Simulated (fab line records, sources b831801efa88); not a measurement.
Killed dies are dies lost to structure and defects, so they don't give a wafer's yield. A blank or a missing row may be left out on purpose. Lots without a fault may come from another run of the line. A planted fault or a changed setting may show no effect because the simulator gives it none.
A struck lot beside a sound one | flow sfq_line | 42 steps out of a route of 325
Sound: wafers L453.2, L453.5, L453.6. Struck: wafer L464.5. (L464.1, L464.4 of the same lot were not struck and are left out.) The cause comes at the end.
At each step with rows: each side's tool, then ch and its chambers, then its first start. Under that, the readings that differ: sound wafers | struck wafers | difference of the means | sigmas: that difference in standard deviations of wafers without a fault.
alike: readings whose means differ by less than 2 such deviations, and words and numbers that are the same on both sides. not compared: withheld readings, readings that some wafer has no value for, bounds like >300 that may hide the same value, and numbers for which the record gives no deviation and whose values overlap.
The two part at a step that has a row with sigmas, a row that says differs or no value, or rows on one side only. Numbers that don't overlap but have no deviation are shown without sigmas and don't part them. A reading that every wafer of one side lacks parts them only if that side has two wafers or more.

first, 6 steps without rows for these wafers: SFQ_TRILAYER_I1_VIA_LITHO_COAT_054 (resist thk 62 nm); SFQ_TRILAYER_I1_VIA_LITHO_COAT_049 (resist thk 650 nm); SFQ_TRILAYER_I1_VIA_LITHO_SOFTBAKE_053; SFQ_TRILAYER_I1_VIA_LITHO_EXPOSE_050 (exposes mask I1, target cd 500 nm); SFQ_TRILAYER_I1_VIA_LITHO_PEB_052 (peb time 60 s); SFQ_TRILAYER_I1_VIA_LITHO_DEVELOP_051 (time 60 s).
SFQ_I1_OVL_MEAS_913:
  sound on overlay-01, day 24 14:22; struck on overlay-01, day 37 05:58
  alike: I1_OVL
then, 1 step without rows for these wafers: SFQ_TRILAYER_I1_VIA_BARC_OPEN_VIA_ETCH_071 (etches BARC in O2, target depth 125 nm, time 41.7 s).
SFQ_TRILAYER_I1_VIA_ETCH_VIA_ETCH_052: etches SiO2 in CHF3, stops on Nb, target depth 260 nm.
  sound on rie_diel-03 ch 0,2,3, day 24 14:26; struck on rie_diel-02 ch 1, day 37 06:02
  alike: drypump_motor_current_A, oes_product_au
then, 3 steps without rows for these wafers: SFQ_TRILAYER_I1_VIA_STRIP_STRIP_053 (strips in O2); SFQ_TRILAYER_I1_VIA_STRIP_SOLV_CLEAN_054 (cleans in NMP, time 600 s); SFQ_TRILAYER_M2_DEP_PRE_CLEAN_056 (time 22.5 s).
SFQ_TRILAYER_M2_DEP_SPUTTER_055: material Nb, target thk 200 nm, time 133.3 s.
  sound on pvd_sputter-05, day 24 15:21; struck on pvd_sputter-05, day 37 07:34
  reading                                             | sound             | struck | difference | sigmas
  model.Nb_of_TRILAYER_M2_DEP_SPUTTER_055.thk_nm (nm) | 205.7 204.7 203.4 | 264.2  | +59.6      |
  alike: base_pressure_pa, chamber_pressure_pa, throttle_valve_pct
SFQ_M2_RS_MEAS_914: measures by four-point-probe.
  sound on film_metro-02, day 24 15:28; struck on film_metro-03, day 37 07:39
  reading           | sound             | struck | difference | sigmas
  M2_NB_RS (ohm/sq) | 0.866 0.871 0.875 | 0.672  | -0.199     | -22
then, 6 steps without rows for these wafers: SFQ_TRILAYER_M2_LITHO_COAT_062 (resist thk 62 nm); SFQ_TRILAYER_M2_LITHO_COAT_057 (resist thk 604.6 nm); SFQ_TRILAYER_M2_LITHO_SOFTBAKE_061; SFQ_TRILAYER_M2_LITHO_EXPOSE_058 (exposes mask M2, target cd 500 nm); SFQ_TRILAYER_M2_LITHO_PEB_060 (peb time 60 s); SFQ_TRILAYER_M2_LITHO_DEVELOP_059 (time 60 s).
SFQ_M2_OVL_MEAS_916:
  sound on overlay-02, day 24 18:52; struck on overlay-01, day 37 10:12
  reading     | sound     | struck | difference | sigmas
  M2_OVL (nm) | -11 -10 3 | 4      | +10        | +2
SFQ_TRILAYER_M2_BARC_OPEN_METAL_ETCH_077: etches BARC in O2, target depth 125 nm, time 41.7 s.
  sound on rie_metal-01 ch 0,1, day 24 18:54; struck on rie_metal-03 ch 0, day 37 10:14
  alike: drypump_motor_current_A, oes_product_au
  not compared: rf_hours_counter_h
SFQ_TRILAYER_M2_ETCH_METAL_ETCH_060: etches Nb in Cl2/Ar, stops on SiO2, target depth 240 nm, time 120 s.
  sound on rie_metal-01 ch 0,1, day 24 18:58; struck on rie_metal-03 ch 0, day 37 10:18
  reading               | sound             | struck | difference | sigmas
  oes_product_au (a.u.) | 0.904 0.904 0.899 | 0.989  | +0.087     | +12
  alike: drypump_motor_current_A
  not compared: rf_hours_counter_h
SFQ_TRILAYER_M2_STRIP_STRIP_061: strips in O2.
  sound on rie_metal-01 ch 0,1, day 24 19:05; struck on rie_metal-03 ch 0, day 37 10:25
  alike: drypump_motor_current_A, oes_product_au
  not compared: rf_hours_counter_h
then, 3 steps without rows for these wafers: SFQ_TRILAYER_M2_STRIP_SOLV_CLEAN_062 (cleans in NMP, time 600 s); SFQ_TRILAYER_I2_DEP_PECVD_063 (deposits SiO2 from SiH4/N2O, time 111.11 s, target thk 500 nm); SFQ_TRILAYER_I2_CMP_CMP_064 (polishes SiO2).
SFQ_I2_BOW_MEAS_917:
  sound on film_metro-01, day 24 23:08; struck on film_metro-01, day 38 02:37
  alike: I2_BOW
SFQ_TRILAYER_I2_METRO_MEASURE_065:
  sound on film_metro-01, day 24 23:26; struck on film_metro-01, day 38 02:44
  alike: thk_nm
then, 6 steps without rows for these wafers: SFQ_TRILAYER_I2_VIA_LITHO_COAT_072 (resist thk 62 nm); SFQ_TRILAYER_I2_VIA_LITHO_COAT_067 (resist thk 650 nm); SFQ_TRILAYER_I2_VIA_LITHO_SOFTBAKE_071; SFQ_TRILAYER_I2_VIA_LITHO_EXPOSE_068 (exposes mask I2, target cd 500 nm); SFQ_TRILAYER_I2_VIA_LITHO_PEB_070 (peb time 60 s); SFQ_TRILAYER_I2_VIA_LITHO_DEVELOP_069 (time 60 s).
SFQ_I2_OVL_MEAS_918:
  sound on overlay-01, day 32 00:29; struck on overlay-01, day 38 06:11
  reading     | sound | struck | difference | sigmas
  I2_OVL (nm) | 3 5 1 | -10    | -13        | -2
then, 2 steps without rows for these wafers: SFQ_TRILAYER_I2_VIA_BARC_OPEN_VIA_ETCH_096 (etches BARC in O2, target depth 125 nm, time 41.7 s); SFQ_TRILAYER_I2_VIA_ETCH_VIA_ETCH_070 (etches SiO2 in CHF3, stops on Nb, target depth 260 nm).
SFQ_TRILAYER_I2_VIA_STRIP_STRIP_071: strips in O2.
  sound on rie_metal-01 ch 1, day 32 00:52; struck on rie_metal-01 ch 0, day 38 06:22
  reading               | sound             | struck | difference | sigmas
  oes_product_au (a.u.) | 1.001 1.014 1.008 | 0.988  | -0.020     | -3
  alike: drypump_motor_current_A
  not compared: rf_hours_counter_h
then, 2 steps without rows for these wafers: SFQ_TRILAYER_I2_VIA_STRIP_SOLV_CLEAN_072 (cleans in NMP, time 600 s); SFQ_TRILAYER_M3_DEP_PRE_CLEAN_074 (time 22.5 s).
-- the record jumps here: 51 days lie between the struck wafers' starts before and after --
SFQ_M8_BOW_MEAS_951:
  sound on film_metro-02, day 87 04:08; struck on film_metro-01, day 89 03:22
  reading                       | sound                | struck | difference | sigmas
  M8_BOW (um)                   | -5 2 -15             | 14     | +20        | +2
  model.etest.m2.comb_log10_ohm | 12 12 12             | 0      | -12        |
  model.etest.m2.ohm_sq         | 0.8664 0.8707 0.8762 | 0.6744 | -0.1967    |

WHERE THEY PART
First at SFQ_M2_RS_MEAS_914; last, within this record, at SFQ_M8_BOW_MEAS_951.

WHY: what the simulator had put in
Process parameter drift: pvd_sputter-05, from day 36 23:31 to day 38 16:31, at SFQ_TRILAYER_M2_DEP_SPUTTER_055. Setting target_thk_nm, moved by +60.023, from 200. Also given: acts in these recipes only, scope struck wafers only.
